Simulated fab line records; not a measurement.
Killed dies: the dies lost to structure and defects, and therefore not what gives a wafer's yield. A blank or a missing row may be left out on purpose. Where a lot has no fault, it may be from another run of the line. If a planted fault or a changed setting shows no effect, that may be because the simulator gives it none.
Comparing a struck lot with a sound one + flow sfqLine + 17 out of 325 route steps
Sound: these wafers, L299.2, L299.3, L299.4. Struck: wafer L308.4. (L308.1, L308.2 of the same lot were not struck and are left out.) The cause comes at the end.
Each step with rows lists, per side, the tool, then ch with its chambers, then its first start. Under that, the readings that differ: sound wafers + struck wafers + difference of the means + sigmas: that difference in standard deviations of wafers without a fault.
alike: a reading whose means differ by less than 2 such deviations, as well as words and numbers matching on both sides. not compared: withheld readings; readings where some wafer has no value; bounds like >300 that might hide an equal value; numbers whose values overlap and for which the record gives no deviation.
The two part at a step that has a row with sigmas, a row that says differs or no value, or rows on one side only. Non-overlapping numbers with no deviation appear without sigmas and do not part them. Lack of a reading on every wafer of one side parts them only where that side has two or more wafers.

SFQ_TRILAYER_I7_VIA_STRIP_STRIP_191: strips in O2.
  sound on rieMetal-04 ch 0,1, day 75 04:31; struck on rieMetal-04 ch 0, day 84 12:54
  alike: drypumpMotorCurrentA, oesProductAu
  not compared: rfHoursCounterH
then, 8 steps without rows for these wafers: SFQ_TRILAYER_I7_VIA_STRIP_SOLV_CLEAN_192 (cleans in NMP, time 600 s); SFQ_TRILAYER_M8_LITHO_LOR_COAT_197; SFQ_TRILAYER_M8_LITHO_LOR_BAKE_198; SFQ_TRILAYER_M8_LITHO_COAT_193 (resist thk 600 nm); SFQ_TRILAYER_M8_LITHO_SOFTBAKE_199; SFQ_TRILAYER_M8_LITHO_EXPOSE_194 (exposes mask M8, target cd 2000 nm); SFQ_TRILAYER_M8_LITHO_PEB_196 (peb time 60 s); SFQ_TRILAYER_M8_LITHO_DEVELOP_195 (img clear 15 s, time 55 s).
SFQ_M8_OVL_MEAS_948:
  sound on overlay-01 at day 75 12:53; struck on overlay-02 at day 84 22:18
  alike: M8_OVL
then, 2 steps without rows for these wafers: SFQ_TRILAYER_M8_DEP_EVAP_197 (material Ti, target thk 20 nm, time 100 s); SFQ_TRILAYER_M8_DEP_EVAP_198 (material Pt, target thk 50 nm, time 250 s).
SFQ_TRILAYER_M8_DEP_EVAP_196: material Au, target thk 180 nm, time 900 s.
  sound on pvdSputter-01 at day 75 13:08; struck on pvdSputter-01 at day 84 22:34
| reading                                         | sound           | struck | difference | sigmas |
|-------------------------------------------------|-----------------|--------|------------|--------|
| model.Au_of_TRILAYER_M8_DEP_EVAP_196.thkNm (nm) | 177 176.7 176.6 | 159.9  | -16.9      |        |
SFQ_M8_RS_MEAS_949: uses a four-point probe to measure.
  sound on filmMetro-03 at day 75 13:41; struck on filmMetro-01 at day 84 23:05
| reading           | sound                | struck | difference | sigmas |
|-------------------|----------------------|--------|------------|--------|
| M8_AU_RS (ohm/sq) | 0.1560 0.1566 0.1568 | 0.1732 | +0.0167    | +6     |
SFQ_M8_THK_MEAS_950: measures by xrf.
  sound on filmMetro-03 at day 75 13:47; struck on filmMetro-01 at day 84 23:12
| reading        | sound       | struck | difference | sigmas |
|----------------|-------------|--------|------------|--------|
| M8_AU_THK (nm) | 177 177 177 | 160    | -17        | -5     |
then, 1 step without rows for these wafers: SFQ_TRILAYER_M8_LIFTOFF_LIFTOFF_197 (chemistry NMP, time 600 s).
SFQ_M8_BOW_MEAS_951:
  sound on filmMetro-01 at day 75 14:02; struck on filmMetro-04 at day 84 23:26
| reading                | sound                | struck | difference | sigmas |
|------------------------|----------------------|--------|------------|--------|
| model.etest.i7.linkOhm | 1.057 1.044 1.049    | 1.068  | +0.018     |        |
| model.etest.m8.ohmSq   | 0.1562 0.1564 0.1565 | 0.1728 | +0.0164    |        |
  alike: M8_BOW

## WHERE THEY PART
Earliest at SFQ_M8_RS_MEAS_949; latest, in this record, at SFQ_M8_THK_MEAS_950. Later steps at which nothing parts them and some readings are alike: SFQ_M8_BOW_MEAS_951.

WHY: what had been put in by the simulator
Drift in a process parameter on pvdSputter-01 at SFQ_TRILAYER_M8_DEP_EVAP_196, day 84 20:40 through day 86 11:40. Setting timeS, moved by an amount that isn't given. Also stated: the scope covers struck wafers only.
